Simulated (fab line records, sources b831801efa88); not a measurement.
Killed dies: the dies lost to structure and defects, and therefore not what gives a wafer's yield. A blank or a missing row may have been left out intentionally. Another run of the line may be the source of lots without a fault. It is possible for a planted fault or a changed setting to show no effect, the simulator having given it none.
A struck lot beside a sound one | flow sky130 | 20 steps out of a route of 708
Sound: the wafers L646.1, L646.4, L646.5. Struck: wafers L656.1, L656.6. (L656.4 of the same lot was not struck and is left out.) The cause comes at the end.
For every step that has rows: the tool of each side, followed by ch and its chambers, followed by its first start. Under that, the readings that differ: sound wafers | struck wafers | difference of the means | sigmas: that difference in standard deviations of wafers without a fault.
alike: readings with means less than 2 such deviations apart, plus words and numbers identical on both sides. not compared: withheld readings, readings lacking a value on some wafer, bounds such as >300 that could conceal the same value, and numbers that have no deviation in the record and whose values overlap.
The two part at a step that has a row with sigmas, a row that says differs or no value, or rows on one side only. When numbers do not overlap yet have no deviation, they are printed without sigmas and do not part them. Lack of a reading on every wafer of one side parts them only where that side has two or more wafers.

first, 4 steps without rows for these wafers: SKY_METAL1_STRIP_21 (strips in post etch residue remover, time 1200 s); SKY_METAL1_CLEAN_22 (cleans in IPA, time 180 s); SKY_METAL1_CLEAN_23 (cleans in O3/DIW); SKY_VIA1_HDPCVD_00 (deposits SiO2, target thk 1030 nm, time 171.7 s).
SKY_VIA1_THK_MEAS_01:
  struck on filmMetro-03, day 37 02:52; sound on filmMetro-01, day 33 12:15
  alike: VIA1_HDPCVD_THK
SKY_VIA1_CMP_02: polishes SiO2.
  sound on cmp-01 ch 0,1, day 33 12:22; struck on cmp-02 ch 2,3, day 37 02:56
  alike: motorCurrentA, slurryFlowMlMin
SKY_VIA1_BOW_MEAS_03:
  struck on filmMetro-01, day 37 03:14; sound on filmMetro-03, day 33 12:37
  alike: VIA1_BOW
then, 5 steps without rows for these wafers: SKY_VIA1_DEHYDRATE_04 (time 60 s); SKY_VIA1_HMDS_05 (prime time 60 s); SKY_VIA1_COAT_06 (resist thk 60 nm); SKY_VIA1_COAT_07 (resist thk 450 nm); SKY_VIA1_SOFTBAKE_08 (time 90 s).
SKY_VIA1_EXPOSE_09: exposes mask VIM, target cd 150 nm.
  sound on krfScanner-02 ch 0, day 34 02:29; struck on krfScanner-02 ch 0, day 37 16:47
  alike: mask
then, 2 steps without rows for these wafers: SKY_VIA1_PEB_10; SKY_VIA1_DEVELOP_11 (develop time 60 s).
SKY_VIA1_CD_MEAS_12: target cd 150 nm.
  struck on cdSem-02, day 38 03:50; sound on cdSem-01, day 34 15:17
reading   | sound             | struck      | difference | sigmas
cdNm (nm) | 152.1 149.9 149.0 | 134.8 134.2 | -15.8      | -11
SKY_VIA1_OVL_MEAS_13:
  struck on overlay-01, day 38 03:57; sound on overlay-01, day 34 15:24
  alike: VIA1_OVL
SKY_VIA1_ETCH_14: etches BARC in N2/H2, stops on SiO2, time 45.9 s, target depth 60 nm.
  sound on rieDiel-03 ch 0,1, day 34 15:26; struck on rieDiel-01 ch 2, day 38 03:59
reading              | sound           | struck    | difference | sigmas
model.VIA1.cdNm (nm) | 151.4 151.2 149 | 136 135.2 | -15        | 
  alike: drypumpMotorCurrentA, oesProductAu, throttleValvePct
  not compared: rfHoursCounterH
SKY_VIA1_ETCH_15: etches SiO2 in C4F8/O2/Ar, stops on TiN, target depth 351 nm, time 54 s.
  sound on rieDiel-03 ch 0,1, day 34 15:29; struck on rieDiel-01 ch 2, day 38 04:02
  alike: oesProductAu
  not compared: rfHoursCounterH
-- the record jumps here: 11 days lie between the struck wafers' starts before and after (it left off in module VIA1 and takes up again in module PAD_OPEN, whose first step shown is number 708 of the route) --
SKY_PAD_OPEN_PROBE_99:
  struck on prober-02, day 49 02:21; sound on prober-02, day 46 08:17
reading                     | sound             | struck      | difference | sigmas
sort_bin_6_memory (%)       | 5.9 8.9 8.3       | 5.3 5.7     | -2.2       | -2
model.etest.via1Chain.rcOhm | 15.66 15.83 15.99 | 21.65 20.52 | +5.26      | 
  alike: defectLimitedYield, killed_at_M0_to_M3, killed_at_M4_up, killedAtContacts, killedAtFrontEnd, killedAtOther, killedDies, killedOpen, killedShort, sort_bin_3_pad_short, sort_bin_5_function, sortNPass, sortYieldPct

WHERE THEY PART
At SKY_VIA1_CD_MEAS_12 first; at SKY_PAD_OPEN_PROBE_99 last (within this record only).

WHY: what had been put in by the simulator
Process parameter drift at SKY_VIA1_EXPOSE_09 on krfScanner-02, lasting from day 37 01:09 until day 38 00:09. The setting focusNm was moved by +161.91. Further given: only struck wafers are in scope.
